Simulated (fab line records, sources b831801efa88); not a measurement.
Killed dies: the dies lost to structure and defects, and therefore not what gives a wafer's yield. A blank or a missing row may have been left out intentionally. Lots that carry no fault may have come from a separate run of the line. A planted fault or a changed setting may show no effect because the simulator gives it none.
A lot that was struck, set against a sound lot    flow gf180mcu    27 out of 602 route steps
Sound: the wafers L268.3, L268.5, L268.6. Wafers struck: L260.1, L260.3, L260.5. The cause is named last.
Order at every step that has rows: each side's tool, ch and its chambers, its first start. Under that, the readings that differ: sound wafers    struck wafers    difference of the means    sigmas: that difference in standard deviations of wafers without a fault.
alike: words and numbers the same on both sides, and readings whose means are apart by under 2 such deviations; not compared: readings that were withheld, readings missing a value for some wafer, numbers with overlapping values and no deviation given by the record, and bounds like >300 which may hide the same value.
A row with sigmas, a row that says differs or no value, or rows on one side alone: a step with any of these is where the two part. When numbers do not overlap yet have no deviation, they are printed without sigmas and do not part them. A reading that every wafer of one side lacks parts them only if that side has two wafers or more.

first, 3 steps without rows for these wafers: GF_STI_WET_ETCH_27 (etches Si3N4 in H3PO4, target depth 160 nm, time 1825 s); GF_STI_WET_ETCH_28 (etches SiO2 in dHF, target depth 20 nm, time 40 s); GF_STI_OXIDATION_29 (stabilise 600 s, purge 300 s, target thk 10 nm).
GF_STI_THK_MEAS_30:
  sound: film_metro-04 at day 5 21:56; struck: film_metro-02 at day 4 07:51
  alike: STI_OXIDATION_02_THK
then, 8 steps without rows for these wafers: GF_DNWELL_DEHYDRATE_00 (time 60 s); GF_DNWELL_HMDS_01 (prime time 60 s); GF_DNWELL_COAT_02 (resist thk 3000 nm); GF_DNWELL_SOFTBAKE_03; GF_DNWELL_EXPOSE_04 (exposes mask DNWELL, target cd 1700 nm); GF_DNWELL_PEB_05; GF_DNWELL_DEVELOP_06 (develop time 60 s); GF_DNWELL_IMPLANT_07.
GF_DNWELL_STRIP_08: strips in O2/N2.
  sound on plasma_asher-01 ch 0,1, day 6 12:56; struck on plasma_asher-03 ch 0,1, day 4 22:11
  no value came back on the struck wafers for any of 7 readings (chamber_pressure_mTorr (mTorr), drypump_motor_current_A (A) and others); on the sound wafers chamber_pressure_mTorr (mTorr) reads 1501.2 1499.4 1501.4
reading                                   sound  struck          difference  sigmas
model.coat_of_DNWELL_COAT_02.thk_nm (nm)  0 0 0  3014 3015 3013  +3014       
  not compared: rf_hours_counter_h
GF_DNWELL_TW_MEAS_09:
  sound: film_metro-02 at day 6 13:01; struck: film_metro-01 at day 4 22:17
  alike: DNWELL_TW
then, 7 steps without rows for these wafers: GF_NWELL_DEHYDRATE_00 (time 60 s); GF_NWELL_HMDS_01 (prime time 60 s); GF_NWELL_COAT_02 (resist thk 3000 nm); GF_NWELL_SOFTBAKE_03; GF_NWELL_EXPOSE_04 (exposes mask Nwell, target cd 860 nm); GF_NWELL_PEB_05; GF_NWELL_DEVELOP_06 (develop time 60 s).
GF_NWELL_OVL_MEAS_07:
  sound: overlay-01 at day 7 04:41; struck: overlay-02 at day 5 12:49
  alike: NWELL_OVL
then, 2 steps without rows for these wafers: GF_NWELL_IMPLANT_08; GF_NWELL_IMPLANT_09.
GF_NWELL_STRIP_10: strips in O2/N2.
  sound on plasma_asher-04 ch 0,1, day 7 05:02; struck on plasma_asher-01 ch 1, day 5 13:09
reading                       sound              struck             difference  sigmas
oes_product_au (a.u.)         0.719 0.725 0.717  0.735 0.741 0.738  +0.018      +4
strip_time_to_endpoint_s (s)  36.96 36.92 36.95  81.55 81.56 81.55  +44.61      +99 or more
  alike: chamber_pressure_mTorr, drypump_motor_current_A, heater_power_w, n2_flow_sccm
  not compared: rf_hours_counter_h
GF_NWELL_TW_MEAS_11:
  sound: film_metro-03 at day 7 05:07; struck: film_metro-03 at day 5 13:34
reading   sound           struck    difference  sigmas
NWELL_TW  1582 1581 1583  30 30 30  -1552       -99 or more
  not compared: hold
after that, 1 step had no rows for these wafers: GF_PASSIVATION_PROBE_99.

== WHERE THEY PART ==
At GF_DNWELL_STRIP_08 first; at GF_NWELL_TW_MEAS_11 last (within this record only).

WHY: whatever the simulator had introduced
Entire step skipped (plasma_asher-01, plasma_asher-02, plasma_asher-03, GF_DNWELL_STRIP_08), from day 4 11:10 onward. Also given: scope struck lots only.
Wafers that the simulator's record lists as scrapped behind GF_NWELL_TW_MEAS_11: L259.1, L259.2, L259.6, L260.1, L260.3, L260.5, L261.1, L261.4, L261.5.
